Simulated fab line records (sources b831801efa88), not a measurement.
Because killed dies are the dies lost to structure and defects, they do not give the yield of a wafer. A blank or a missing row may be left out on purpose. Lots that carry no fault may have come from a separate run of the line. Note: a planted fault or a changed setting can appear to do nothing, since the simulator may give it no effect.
A lot that was struck, set against a sound lot ; flow sfq_line ; 24 steps out of a route of 325
Sound: the wafers L605.1, L605.2, L605.3. Struck: wafers L597.1, L597.2, L597.6. The cause comes at the end.
For every step that has rows: the tool of each side, followed by ch and its chambers, followed by its first start. Under that, the readings that differ: sound wafers ; struck wafers ; difference of the means ; sigmas: that difference in standard deviations of wafers without a fault.
alike: words and numbers the same on both sides, and readings whose means are apart by under 2 such deviations; not compared: readings that were withheld, readings missing a value for some wafer, numbers with overlapping values and no deviation given by the record, and bounds like >300 which may hide the same value.
Wherever a step has rows on one side only, a row that says differs or no value, or a row with sigmas, the two part there. Numbers that have no deviation but don't overlap get no sigmas and don't part them. A reading that every wafer of one side lacks parts them only if that side has two wafers or more.

first, 6 steps without rows for these wafers: SFQ_TRILAYER_I2_VIA_LITHO_COAT_072 (resist thk 62 nm); SFQ_TRILAYER_I2_VIA_LITHO_COAT_067 (resist thk 650 nm); SFQ_TRILAYER_I2_VIA_LITHO_SOFTBAKE_071; SFQ_TRILAYER_I2_VIA_LITHO_EXPOSE_068 (exposes mask I2, target cd 500 nm); SFQ_TRILAYER_I2_VIA_LITHO_PEB_070 (peb time 60 s); SFQ_TRILAYER_I2_VIA_LITHO_DEVELOP_069 (time 60 s).
SFQ_I2_OVL_MEAS_918:
  sound on overlay-02, day 42 18:20; struck on overlay-02, day 41 07:32
reading;sound;struck;difference;sigmas
I2_OVL (nm);-13 -13 -10;-2 -3 6;+12;+2
SFQ_TRILAYER_I2_VIA_BARC_OPEN_VIA_ETCH_096: etches BARC in O2, target depth 125 nm, time 41.7 s.
  sound on rie_diel-02 ch 0,2,3, day 42 18:22; struck on rie_diel-04 ch 0,1, day 41 07:34
reading;sound;struck;difference;sigmas
oes_product_au (a.u.);0.681 0.686 0.674;0.692 0.693 0.694;+0.013;+3
  alike: drypump_motor_current_A
  not compared: rf_hours_counter_h
SFQ_TRILAYER_I2_VIA_ETCH_VIA_ETCH_070: etches SiO2 in CHF3, stops on Nb, target depth 260 nm.
  sound on rie_diel-02 ch 0,2,3, day 42 18:25; struck on rie_diel-04 ch 0,1, day 41 07:37
  alike: drypump_motor_current_A, oes_product_au
SFQ_TRILAYER_I2_VIA_STRIP_STRIP_071: strips in O2.
  sound on rie_metal-03 ch 0,1, day 42 18:31; struck on rie_metal-03 ch 0,1, day 41 07:43
  alike: drypump_motor_current_A, oes_product_au
  not compared: rf_hours_counter_h
then, 2 steps without rows for these wafers: SFQ_TRILAYER_I2_VIA_STRIP_SOLV_CLEAN_072 (cleans in NMP, time 600 s); SFQ_TRILAYER_M3_DEP_PRE_CLEAN_074 (time 22.5 s).
SFQ_TRILAYER_M3_DEP_SPUTTER_073: material Nb, target thk 200 nm, time 133.3 s.
  sound on pvd_sputter-06, day 42 19:20; struck on pvd_sputter-03, day 41 08:34
  no value came back on the struck wafers for base_pressure_pa (Pa), cathode_dc_power_W (W), substrate_temp_c (C), throttle_valve_pct (%); on the sound wafers base_pressure_pa (Pa) reads 1.28e-06 1.22e-06 1.34e-06
SFQ_M3_RS_MEAS_919: measurement is done with a four-point probe.
  sound on film_metro-03, day 42 19:26; struck on film_metro-04, day 41 08:39
reading;sound;struck;difference;sigmas
M3_NB_RS (ohm/sq);0.897 0.890 0.904;- - -;no value on the struck wafers;
then, 6 steps without rows for these wafers: SFQ_TRILAYER_M3_LITHO_COAT_080 (resist thk 62 nm); SFQ_TRILAYER_M3_LITHO_COAT_075 (resist thk 600 nm); SFQ_TRILAYER_M3_LITHO_SOFTBAKE_079; SFQ_TRILAYER_M3_LITHO_EXPOSE_076 (exposes mask M3, target cd 500 nm); SFQ_TRILAYER_M3_LITHO_PEB_078 (peb time 60 s); SFQ_TRILAYER_M3_LITHO_DEVELOP_077 (time 60 s).
-- the record jumps here: 6 days lie between the struck wafers' starts before and after --
SFQ_M3_OVL_MEAS_921:
  sound on overlay-02, day 48 22:50; struck on overlay-01, day 47 09:57
  alike: M3_OVL
SFQ_TRILAYER_M3_BARC_OPEN_METAL_ETCH_100: etches BARC in O2, target depth 125 nm, time 41.7 s.
  sound on rie_metal-02 ch 0,1, day 48 22:53; struck on rie_metal-04 ch 0,1, day 47 09:59
  alike: drypump_motor_current_A, oes_product_au
  not compared: rf_hours_counter_h
SFQ_TRILAYER_M3_ETCH_METAL_ETCH_078: etches Nb in Cl2/Ar, stops on SiO2, target depth 240 nm, time 120 s.
  sound on rie_metal-02 ch 0,1, day 48 22:56; struck on rie_metal-04 ch 0,1, day 47 10:02
reading;sound;struck;difference;sigmas
oes_product_au (a.u.);0.894 0.891 0.880;0.376 0.373 0.377;-0.513;-64
  alike: drypump_motor_current_A
  not compared: rf_hours_counter_h
SFQ_TRILAYER_M3_STRIP_STRIP_079: strips in O2.
  sound on rie_metal-02 ch 0,1, day 48 23:04; struck on rie_metal-04 ch 0,1, day 47 10:10
  alike: drypump_motor_current_A, oes_product_au
  not compared: rf_hours_counter_h

WHERE THEY PART
Last at SFQ_TRILAYER_M3_ETCH_METAL_ETCH_078 as far as this record goes, first at SFQ_I2_OVL_MEAS_918. Later steps at which nothing parts them and some readings are alike: SFQ_TRILAYER_M3_STRIP_STRIP_079.

WHY: the cause the simulator had injected
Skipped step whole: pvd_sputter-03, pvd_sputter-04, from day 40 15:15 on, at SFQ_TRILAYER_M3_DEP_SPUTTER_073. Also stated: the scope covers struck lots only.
